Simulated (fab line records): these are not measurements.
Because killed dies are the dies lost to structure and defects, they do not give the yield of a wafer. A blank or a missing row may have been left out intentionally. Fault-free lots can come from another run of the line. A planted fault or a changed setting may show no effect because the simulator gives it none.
fab line records	flow sky130	part 1 of 2: steps 1 to 29 of 38
record lots=5	wafers=15	last_day=50
route steps=708 shown CAP2M@604 METAL4@621 VIA4@639
lots that met no fault: taken from a fault-free run of the same line
start_h: hours from the record's first day to the start of the lot's first wafer shown	wait_h: time in hours since the lot's previous step	" same as the row above	L1.1+2: several wafers, shown together as one row	- either no value or no given start	* or withheld: withheld	< > ~ a bound
route shown NAME@n: a module of which the file shows steps, and the number in the route of the first	usual: mean/standard deviation of fault-free wafers	same: alike in all rows	chamber/n: place in a boat	sites: each site's reading	_std_site: standard deviation of those values	_edge_site: the outer-site mean with the inner-site mean subtracted	radius_mm: for every site, how far away it sits from the centre of the wafer	mask NAME#n: copy n	behind: the tool/chamber that last shaped the wafer	hold: what put the lot on hold/how long, in hours/how the hold closed	device: names the non-switching transistor (n, p or np)	end of line: the tests these same wafers got at the end of their route	a step without rows: its recipe alone	killed: the dies lost at the first sort to structure and to defects; this is not the yield of the wafer	map: dies across one wafer; x = killed, . = not, _ = none there
set.NAME: the setting that was run; set.NAME@STEP: the one run at that earlier step	model.NAME: the simulator's own value behind a step, which no gauge read
lots at some steps of the route; a table a step, a row a wafer
services: when a tool's chamber went out of use (start_h, in hours from the record's first day, below 0 if earlier), for how many hours, and the reason
## steps
# step SKY_CAP2M_THK_MEAS_01
# recipe reads=SiO2_of_CAP2M_CVD_00
# usual CAP2M_CVD_00_THK=15.48/0.26
lot.wafer	tool	chamber	start_h	wait_h	CAP2M_CVD_00_THK[nm]
L074.1	film_metro-04	-	963.41	-	15.61
L074.3	"	-	"	"	15.85
L074.6	"	-	"	"	15.49
L076.2	film_metro-04	-	970.72	-	15.36
L076.4	"	-	"	"	15.77
L076.6	"	-	"	"	15.92
L081.1	film_metro-01	-	1016.87	-	15.22
L081.2	"	-	"	"	15.38
L081.3	"	-	"	"	15.21
L085.2	film_metro-01	-	1040.04	-	15.64
L085.5	"	-	"	"	15.80
L085.6	"	-	"	"	15.81
L090.1	film_metro-03	-	1064.88	-	15.41
L090.2	"	-	"	"	15.35
L090.3	"	-	"	"	15.56
# step SKY_CAP2M_SPUTTER_02
# recipe material=TiN	target_thk_nm=200	temp_c=300	power_w=6500	time_s=166.7	chamber_pressure_pa=0.4
# usual throttle_valve_pct=30.0/0.71
lot.wafer	tool	chamber	start_h	wait_h	throttle_valve_pct
L074.1	pvd_sputter-03	-	963.47	0.1	30.8
L074.3	"	-	"	"	30.4
L074.6	"	-	"	"	29.9
L076.2	pvd_sputter-02	-	970.77	0.0	29.8
L076.4	"	-	"	"	30.2
L076.6	"	-	"	"	29.9
L081.1	pvd_sputter-03	-	1016.93	0.1	29.8
L081.2	"	-	"	"	30.8
L081.3	"	-	"	"	29.6
L085.2	pvd_sputter-03	-	1040.09	0.0	30.0
L085.5	"	-	"	"	30.5
L085.6	"	-	"	"	29.7
L090.1	pvd_sputter-04	-	1064.94	0.1	29.0
L090.2	"	-	"	"	30.2
L090.3	"	-	"	"	28.4
# step SKY_CAP2M_RS_MEAS_03
# recipe thk_meas_gauge=four-point-probe	reads=TiN_of_CAP2M_SPUTTER_02
# usual CAP2M_TIN_RS=6.89/0.08
lot.wafer	tool	chamber	start_h	wait_h	CAP2M_TIN_RS[ohm/sq]
L074.1	film_metro-03	-	963.58	0.1	6.98
L074.3	"	-	"	"	6.92
L074.6	"	-	"	"	6.98
L076.2	film_metro-03	-	970.90	0.1	6.93
L076.4	"	-	"	"	6.88
L076.6	"	-	"	"	6.96
L081.1	film_metro-03	-	1017.04	0.1	6.95
L081.2	"	-	"	"	6.86
L081.3	"	-	"	"	6.89
L085.2	film_metro-01	-	1040.22	0.1	6.95
L085.5	"	-	"	"	6.87
L085.6	"	-	"	"	6.90
L090.1	film_metro-04	-	1065.05	0.1	6.70
L090.2	"	-	"	"	6.79
L090.3	"	-	"	"	6.75
# step SKY_CAP2M_THK_MEAS_04
# recipe thk_meas_gauge=xrf	reads=TiN_of_CAP2M_SPUTTER_02
# usual CAP2M_TIN_THK=201.1/2.4
lot.wafer	tool	chamber	start_h	wait_h	CAP2M_TIN_THK[nm]
L074.1	film_metro-03	-	963.70	0.1	198.5
L074.3	"	-	"	"	199.1
L074.6	"	-	"	"	198.7
L076.2	film_metro-03	-	971.01	0.1	199.2
L076.4	"	-	"	"	201.4
L076.6	"	-	"	"	199.3
L081.1	film_metro-03	-	1017.16	0.1	199.2
L081.2	"	-	"	"	200.7
L081.3	"	-	"	"	200.1
L085.2	film_metro-01	-	1040.33	0.1	200.4
L085.5	"	-	"	"	202.0
L085.6	"	-	"	"	202.1
L090.1	film_metro-04	-	1065.17	0.1	205.7
L090.2	"	-	"	"	204.8
L090.3	"	-	"	"	203.7
# step SKY_CAP2M_DEHYDRATE_05
# recipe temp_c=200	time_s=60
lot.wafer	tool	chamber	start_h	wait_h
L074.1+3+6	litho_track-04	0	974.17	10.5
L076.2+4+6	litho_track-03	0	983.08	12.1
L081.1+2+3	litho_track-02	0	1027.72	10.5
L085.2+5+6	litho_track-02	0	1050.39	10.0
L090.1+2+3	litho_track-03	0	1074.61	9.4
# step SKY_CAP2M_HMDS_06
# recipe prime_time_s=60	prime_temp_c=120
# same prime_time_s=60
lot.wafer	tool	chamber	start_h	wait_h
L074.1+3+6	litho_track-04	0	974.32	0.1
L076.2+4+6	litho_track-03	0	983.23	0.1
L081.1+2+3	litho_track-02	0	1027.87	0.1
L085.2+5+6	litho_track-02	0	1050.54	0.1
L090.1+2+3	litho_track-03	0	1074.76	0.1
# step SKY_CAP2M_COAT_07
# recipe resist=NOVOLAK	spin_rpm=3000	resist_thk_nm=1140
lot.wafer	tool	chamber	start_h	wait_h
L074.1+3+6	litho_track-04	0	974.47	0.1
L076.2+4+6	litho_track-03	0	983.38	0.1
L081.1+2+3	litho_track-02	0	1028.02	0.1
L085.2+5+6	litho_track-02	0	1050.69	0.1
L090.1+2+3	litho_track-03	0	1074.91	0.1
# step SKY_CAP2M_SOFTBAKE_08
# recipe temp_c=90	time_s=60	resist=NOVOLAK
lot.wafer	tool	chamber	start_h	wait_h
L074.1+3+6	litho_track-04	0	974.62	0.1
L076.2+4+6	litho_track-03	0	983.53	0.1
L081.1+2+3	litho_track-02	0	1028.17	0.1
L085.2+5+6	litho_track-02	0	1050.84	0.1
L090.1+2+3	litho_track-03	0	1075.06	0.1
# step SKY_CAP2M_EXPOSE_09
# recipe mask_id=CAP2M	na=0.6	source_shape=conventional	sigma_outer=0.6	polarization=unpolarized	target_cd_nm=1000	dose_mj=159
# usual exposure_dose_mJ_cm2=158.98/0.17
lot.wafer	tool	chamber	start_h	wait_h	mask	exposure_dose_mJ_cm2
L074.1	iline_stepper-01	0	-	-	CAP2M#0	158.90
L074.3	"	0	"	"	CAP2M#0	159.18
L074.6	"	0	"	"	CAP2M#0	159.17
L076.2	iline_stepper-01	0	-	-	CAP2M#0	158.89
L076.4	"	0	"	"	CAP2M#0	159.13
L076.6	"	0	"	"	CAP2M#0	159.09
L081.1	iline_stepper-02	0	-	-	CAP2M#0	158.93
L081.2	"	0	"	"	CAP2M#0	159.31
L081.3	"	0	"	"	CAP2M#0	159.10
L085.2	iline_stepper-02	0	-	-	CAP2M#0	159.03
L085.5	"	0	"	"	CAP2M#0	159.17
L085.6	"	0	"	"	CAP2M#0	159.03
L090.1	iline_stepper-01	0	-	-	CAP2M#0	158.95
L090.2	"	0	"	"	CAP2M#0	158.64
L090.3	"	0	"	"	CAP2M#0	158.62
# step SKY_CAP2M_PEB_10
# recipe temp_c=withheld	time_s=*	resist=NOVOLAK
lot.wafer	tool	chamber	start_h	wait_h
L074.1+3+6	litho_track-03	0	-	-
L076.2+4+6	litho_track-03	0	-	-
L081.1+2+3	litho_track-04	0	-	-
L085.2+5+6	litho_track-03	0	-	-
L090.1+2+3	litho_track-03	0	-	-
# step SKY_CAP2M_DEVELOP_11
# recipe resist=NOVOLAK	developer=TMAH	develop_time_s=60	dev_temp_c=23
# same develop_time_s=60
lot.wafer	tool	chamber	start_h	wait_h
L074.1+3+6	litho_track-03	0	987.01	0.1
L076.2+4+6	litho_track-03	0	995.48	0.1
L081.1+2+3	litho_track-04	0	1040.32	0.1
L085.2+5+6	litho_track-03	0	1062.93	0.1
L090.1+2+3	litho_track-03	0	1086.56	0.1
# step SKY_CAP2M_OVL_MEAS_12
# usual CAP2M_OVL=1.2/1.2
lot.wafer	tool	chamber	start_h	wait_h	CAP2M_OVL[nm]
L074.1	overlay-02	-	987.16	0.1	0.2
L074.3	"	-	"	"	1.0
L074.6	"	-	"	"	-0.1
L076.2	overlay-01	-	995.61	0.1	1.6
L076.4	"	-	"	"	0.6
L076.6	"	-	"	"	-0.4
L081.1	overlay-01	-	1040.47	0.1	1.8
L081.2	"	-	"	"	2.7
L081.3	"	-	"	"	0.9
L085.2	overlay-01	-	1063.06	0.1	-0.1
L085.5	"	-	"	"	0.1
L085.6	"	-	"	"	0.0
L090.1	overlay-02	-	1086.71	0.1	-0.1
L090.2	"	-	"	"	-1.4
L090.3	"	-	"	"	2.2
# step SKY_CAP2M_METAL_ETCH_13
# recipe target_depth_nm=220	stop_on=SiO2	chemistry=Cl2/BCl3	target=TiN	pressure_mtorr=10	icp_w=900	bias_w=48.5	Cl2_flow_sccm=60	bcl3_flow_sccm=30	time_s=62.9
# usual drypump_motor_current_A=5.7/0.41	oes_product_au=0.942/0.0071	rf_fwd_power_W=892/3.5	throttle_valve_pct=21.901/0.0095
lot.wafer	tool	chamber	start_h	wait_h	drypump_motor_current_A	oes_product_au	rf_fwd_power_W	rf_hours_counter_h	throttle_valve_pct
L074.1	rie_metal-02	1	987.19	0.0	5.3	0.935	888	11	21.906
L074.3	"	1	"	"	5.3	0.938	890	-	21.904
L074.6	"	1	"	"	5.3	0.937	890	-	21.902
L076.2	rie_metal-01	0	995.64	0.0	6.4	0.946	889	18	21.896
L076.4	"	1	"	"	6.0	0.945	888	-	21.908
L076.6	"	0	"	"	6.4	0.935	894	-	21.919
L081.1	rie_metal-04	0	1040.50	0.0	6.4	0.938	892	22	21.889
L081.2	"	1	"	"	5.4	0.940	896	18	21.904
L081.3	"	1	"	"	5.4	0.939	891	-	21.906
L085.2	rie_metal-02	0	1063.09	0.0	5.5	0.936	888	15	21.892
L085.5	"	1	"	"	5.3	0.941	886	-	21.901
L085.6	"	0	"	"	5.5	0.937	888	-	21.900
L090.1	rie_metal-01	0	1086.74	0.0	6.4	0.952	897	0	21.896
L090.2	"	1	"	"	6.0	0.954	889	17	21.907
L090.3	"	0	"	"	6.4	0.959	897	-	21.878
# step SKY_CAP2M_STRIP_14
# recipe chemistry=O2/N2	power_w=1400	pressure_mtorr=1500	platen_temp_c=withheld	o2_flow_sccm=3000	n2_flow_sccm=300	overash_fraction=0.5
# usual drypump_motor_current_A=5.70/0.23	oes_product_au=0.710/0.0044	strip_time_to_endpoint_s=12.66/0.044
lot.wafer	tool	chamber	start_h	wait_h	drypump_motor_current_A	oes_product_au	rf_hours_counter_h	strip_time_to_endpoint_s
L074.1	plasma_asher-02	1	987.27	0.1	5.71	0.711	116	12.63
L074.3	"	0	"	"	5.98	0.712	-	12.65
L074.6	"	0	"	"	5.93	0.712	-	12.65
L076.2	plasma_asher-03	0	995.72	0.1	5.82	0.713	58	12.63
L076.4	"	0	"	"	5.81	0.714	-	12.64
L076.6	"	1	"	"	5.19	0.713	-	12.55
L081.1	plasma_asher-02	0	1040.58	0.1	5.98	0.706	121	12.67
L081.2	"	1	"	"	5.70	0.707	121	12.70
L081.3	"	0	"	"	5.97	0.707	-	12.68
L085.2	plasma_asher-01	0	1063.17	0.1	5.57	0.710	31	12.63
L085.5	"	0	"	"	5.56	0.708	-	12.68
L085.6	"	1	"	"	5.76	0.707	-	12.68
L090.1	plasma_asher-02	0	1086.82	0.1	5.97	0.712	3	12.61
L090.2	"	1	"	"	5.72	0.716	3	12.69
L090.3	"	0	"	"	5.94	0.713	-	12.67
# step SKY_CAP2M_STRIP_15
# recipe chemistry=post_etch_residue_remover	time_s=1200	temp_c=72.5
# usual temp_c=72.52/0.15
lot.wafer	tool	chamber	start_h	wait_h	temp_c
L074.1	wet_bench-02	0	987.37	0.1	72.70
L074.3	"	0	"	"	72.47
L074.6	"	0	"	"	72.47
L076.2	wet_bench-03	3	995.82	0.1	72.79
L076.4	"	3	"	"	72.75
L076.6	"	3	"	"	72.98
L081.1	wet_bench-02	0	1040.71	0.1	72.46
L081.2	"	0	"	"	72.44
L081.3	"	0	"	"	72.64
L085.2	wet_bench-02	0	1063.27	0.1	72.39
L085.5	"	0	"	"	72.50
L085.6	"	0	"	"	72.63
L090.1	wet_bench-04	1	1086.96	0.1	72.43
L090.2	"	1	"	"	72.49
L090.3	"	1	"	"	72.46
# step SKY_CAP2M_CLEAN_16
# recipe chemistry=IPA	time_s=180	temp_c=25
# usual temp_c=24.97/0.13
lot.wafer	tool	chamber	start_h	wait_h	temp_c
L074.1	wet_bench-03	1	987.74	0.0	25.10
L074.3	"	1	"	"	25.01
L074.6	"	1	"	"	25.07
L076.2	wet_bench-04	1	996.16	0.0	24.80
L076.4	"	1	"	"	24.81
L076.6	"	1	"	"	24.84
L081.1	wet_bench-02	0	1041.05	0.0	25.01
L081.2	"	0	"	"	24.91
L081.3	"	0	"	"	24.86
L085.2	wet_bench-02	3	1063.64	0.0	24.78
L085.5	"	3	"	"	24.87
L085.6	"	3	"	"	24.90
L090.1	wet_bench-02	1	1087.30	0.0	24.95
L090.2	"	1	"	"	24.90
L090.3	"	1	"	"	24.99
# step SKY_CAP2M_CLEAN_17
# recipe chemistry=O3/DIW	dry=n2_spin
lot.wafer	tool	chamber	start_h	wait_h
L074.1+3+6	wet_bench-02	3	987.80	0.0
L076.2+4+6	wet_bench-03	3	996.22	0.0
L081.1+2+3	wet_bench-02	0	1041.11	0.0
L085.2+5+6	wet_bench-02	1	1063.71	0.0
L090.1+2+3	wet_bench-04	0	1087.36	0.0
# step SKY_METAL4_DEHYDRATE_05
# recipe temp_c=200	time_s=60
lot.wafer	tool	chamber	start_h	wait_h
L074.1+3+6	litho_track-01	0	999.04	11.1
L076.2+4+6	litho_track-02	0	1007.74	11.4
L081.1+2+3	litho_track-03	0	1050.66	9.5
L085.2+5+6	litho_track-03	0	1073.18	9.4
L090.1+2+3	litho_track-02	0	1096.37	8.9
# step SKY_METAL4_HMDS_06
# recipe prime_time_s=60	prime_temp_c=120
# same prime_time_s=60
lot.wafer	tool	chamber	start_h	wait_h
L074.1+3+6	litho_track-01	0	999.19	0.1
L076.2+4+6	litho_track-02	0	1007.89	0.1
L081.1+2+3	litho_track-03	0	1050.81	0.1
L085.2+5+6	litho_track-03	0	1073.33	0.1
L090.1+2+3	litho_track-02	0	1096.52	0.1
# step SKY_METAL4_COAT_07
# recipe resist=BARC	temp_c=withheld	time_s=withheld	spin_rpm=3000	resist_thk_nm=60
lot.wafer	tool	chamber	start_h	wait_h
L074.1+3+6	litho_track-01	0	999.34	0.1
L076.2+4+6	litho_track-02	0	1008.04	0.1
L081.1+2+3	litho_track-03	0	1050.96	0.1
L085.2+5+6	litho_track-03	0	1073.48	0.1
L090.1+2+3	litho_track-02	0	1096.67	0.1
# step SKY_METAL4_COAT_08
# recipe resist=KrF-thick	spin_rpm=3000	resist_thk_nm=1120
lot.wafer	tool	chamber	start_h	wait_h
L074.1+3+6	litho_track-01	0	-	-
L076.2+4+6	litho_track-02	0	-	-
L081.1+2+3	litho_track-03	0	-	-
L085.2+5+6	litho_track-03	0	-	-
L090.1+2+3	litho_track-02	0	-	-
# step SKY_METAL4_SOFTBAKE_09
# recipe temp_c=100	time_s=90	resist=KrF-thick
lot.wafer	tool	chamber	start_h	wait_h
L074.1+3+6	litho_track-01	0	-	-
L076.2+4+6	litho_track-02	0	-	-
L081.1+2+3	litho_track-03	0	-	-
L085.2+5+6	litho_track-03	0	-	-
L090.1+2+3	litho_track-02	0	-	-
# step SKY_METAL4_EXPOSE_10
# recipe mask_id=MM4	na=0.68	source_shape=annular	sigma_inner=0.4	sigma_outer=0.8	target_cd_nm=300	dose_mj=28
# usual exposure_dose_mJ_cm2=27.897/0.025
lot.wafer	tool	chamber	start_h	wait_h	mask	exposure_dose_mJ_cm2
L074.1	krf_scanner-01	0	-	-	MM4#0	27.887
L074.3	"	0	"	"	MM4#0	27.897
L074.6	"	0	"	"	MM4#0	27.923
L076.2	krf_scanner-01	0	-	-	MM4#0	27.905
L076.4	"	0	"	"	MM4#0	27.902
L076.6	"	0	"	"	MM4#0	27.912
L081.1	krf_scanner-01	0	-	-	MM4#0	27.891
L081.2	"	0	"	"	MM4#0	27.900
L081.3	"	0	"	"	MM4#0	27.919
L085.2	krf_scanner-01	0	-	-	MM4#0	27.865
L085.5	"	0	"	"	MM4#0	27.869
L085.6	"	0	"	"	MM4#0	27.910
L090.1	krf_scanner-02	0	-	-	MM4#0	27.905
L090.2	"	0	"	"	MM4#0	27.885
L090.3	"	0	"	"	MM4#0	27.889
# step SKY_METAL4_PEB_11
# recipe peb_temp_c=withheld	peb_time_s=withheld	resist=KrF-thick
lot.wafer	tool	chamber	start_h	wait_h
L074.1+3+6	litho_track-01	0	-	-
L076.2+4+6	litho_track-01	0	-	-
L081.1+2+3	litho_track-02	0	-	-
L085.2+5+6	litho_track-02	0	-	-
L090.1+2+3	litho_track-03	0	-	-
# step SKY_METAL4_DEVELOP_12
# recipe develop_time_s=60	resist=KrF-thick	dev_temp_c=21
# same develop_time_s=60
lot.wafer	tool	chamber	start_h	wait_h
L074.1+3+6	litho_track-01	0	-	-
L076.2+4+6	litho_track-01	0	-	-
L081.1+2+3	litho_track-02	0	-	-
L085.2+5+6	litho_track-02	0	-	-
L090.1+2+3	litho_track-03	0	-	-
# step SKY_METAL4_CD_MEAS_13
# recipe target_cd_nm=300
# usual cd_nm=299.7/1.5
lot.wafer	tool	chamber	start_h	wait_h	cd_nm
L074.1	cd_sem-01	-	1012.69	-	303.1
L074.3	"	-	"	"	301.3
L074.6	"	-	"	"	302.3
L076.2	cd_sem-01	-	1019.80	-	300.7
L076.4	"	-	"	"	299.7
L076.6	"	-	"	"	299.6
L081.1	cd_sem-01	-	1063.82	-	299.2
L081.2	"	-	"	"	300.3
L081.3	"	-	"	"	299.9
L085.2	cd_sem-01	-	1085.54	-	298.7
L085.5	"	-	"	"	298.9
L085.6	"	-	"	"	300.2
L090.1	cd_sem-01	-	1109.06	-	298.8
L090.2	"	-	"	"	298.4
L090.3	"	-	"	"	298.6
# step SKY_METAL4_OVL_MEAS_14
# usual METAL4_OVL=-1/6.3
lot.wafer	tool	chamber	start_h	wait_h	METAL4_OVL[nm]
L074.1	overlay-02	-	1012.81	0.1	-10
L074.3	"	-	"	"	-11
L074.6	"	-	"	"	3
L076.2	overlay-01	-	1019.90	0.1	11
L076.4	"	-	"	"	6
L076.6	"	-	"	"	10
L081.1	overlay-01	-	1063.94	0.1	-9
L081.2	"	-	"	"	-5
L081.3	"	-	"	"	-5
L085.2	overlay-01	-	1085.64	0.1	12
L085.5	"	-	"	"	7
L085.6	"	-	"	"	14
L090.1	overlay-02	-	1109.18	0.1	-4
L090.2	"	-	"	"	-3
L090.3	"	-	"	"	-7
# step SKY_METAL4_DESCUM_15
# recipe chemistry=O2	source_power_w=150	bias_power_w=0	pressure_mtorr=10	temp_c=40	time_s=8
# usual drypump_motor_current_A=5.8/0.48	oes_product_au=0.995/0.01	rf_fwd_power_W=147.4/0.82	temp_c=40.00/0.11
lot.wafer	tool	chamber	start_h	wait_h	drypump_motor_current_A	oes_product_au	rf_fwd_power_W	rf_hours_counter_h	temp_c
L074.1	rie_metal-04	0	1012.85	0.0	6.4	0.999	147.5	20	39.97
L074.3	"	1	"	"	5.4	1.003	148.3	-	40.10
L074.6	"	1	"	"	5.5	0.993	147.7	-	40.06
L076.2	rie_metal-03	1	1019.93	0.0	5.1	0.977	147.4	11	39.88
L076.4	"	1	"	"	5.1	0.983	147.2	-	39.81
L076.6	"	1	"	"	5.1	0.987	147.7	-	39.71
L081.1	rie_metal-04	0	1063.97	0.0	6.4	1.010	146.6	23	40.00
L081.2	"	0	"	"	6.3	1.001	147.3	-	39.92
L081.3	"	0	"	"	6.4	1.004	147.3	-	40.11
L085.2	rie_metal-03	0	1085.67	0.0	5.8	0.999	148.0	27	40.06
L085.5	"	1	"	"	5.1	0.984	147.3	-	39.98
L085.6	"	0	"	"	5.8	0.995	147.8	-	40.10
L090.1	rie_metal-04	1	1109.21	0.0	5.5	1.000	148.0	22	40.14
L090.2	"	1	"	"	5.5	0.984	147.7	-	40.10
L090.3	"	1	"	"	5.5	1.001	148.0	-	40.11
# step SKY_METAL4_ETCH_16
# recipe chemistry=N2/H2	target=BARC	ion_energy_ev=200	bias_w=100	pressure_mtorr=30	n2_flow_sccm=100	h2_flow_sccm=200	icp_w=500	stop_on=SiO2	time_s=88.2	target_depth_a=600
# usual drypump_motor_current_A=5.9/0.48	oes_product_au=0.626/0.0053	rf_fwd_power_W=496.8/2	throttle_valve_pct=13.205/0.0086
lot.wafer	tool	chamber	start_h	wait_h	drypump_motor_current_A	oes_product_au	rf_fwd_power_W	rf_hours_counter_h	throttle_valve_pct
L074.1	rie_metal-04	0	1012.88	0.0	6.4	0.629	493.7	20	13.219
L074.3	"	1	"	"	5.5	0.629	500.4	-	13.189
L074.6	"	1	"	"	5.5	0.628	499.8	-	13.195
L076.2	rie_metal-03	1	1019.97	0.0	5.1	0.623	497.8	11	13.192
L076.4	"	1	"	"	5.1	0.633	498.8	-	13.214
L076.6	"	1	"	"	5.1	0.620	498.7	-	13.215
L081.1	rie_metal-04	0	1064.04	0.1	6.4	0.627	496.9	23	13.207
L081.2	"	0	"	"	6.4	0.617	496.8	-	13.197
L081.3	"	0	"	"	6.4	0.618	495.9	-	13.209
L085.2	rie_metal-03	0	1085.70	0.0	5.8	0.621	499.4	27	13.201
L085.5	"	1	"	"	5.1	0.625	498.5	-	13.204
L085.6	"	0	"	"	5.9	0.628	496.9	-	13.206
L090.1	rie_metal-04	1	1109.28	0.1	5.5	0.634	497.6	22	13.208
L090.2	"	1	"	"	5.5	0.628	498.2	-	13.200
L090.3	"	1	"	"	5.5	0.619	497.3	-	13.218
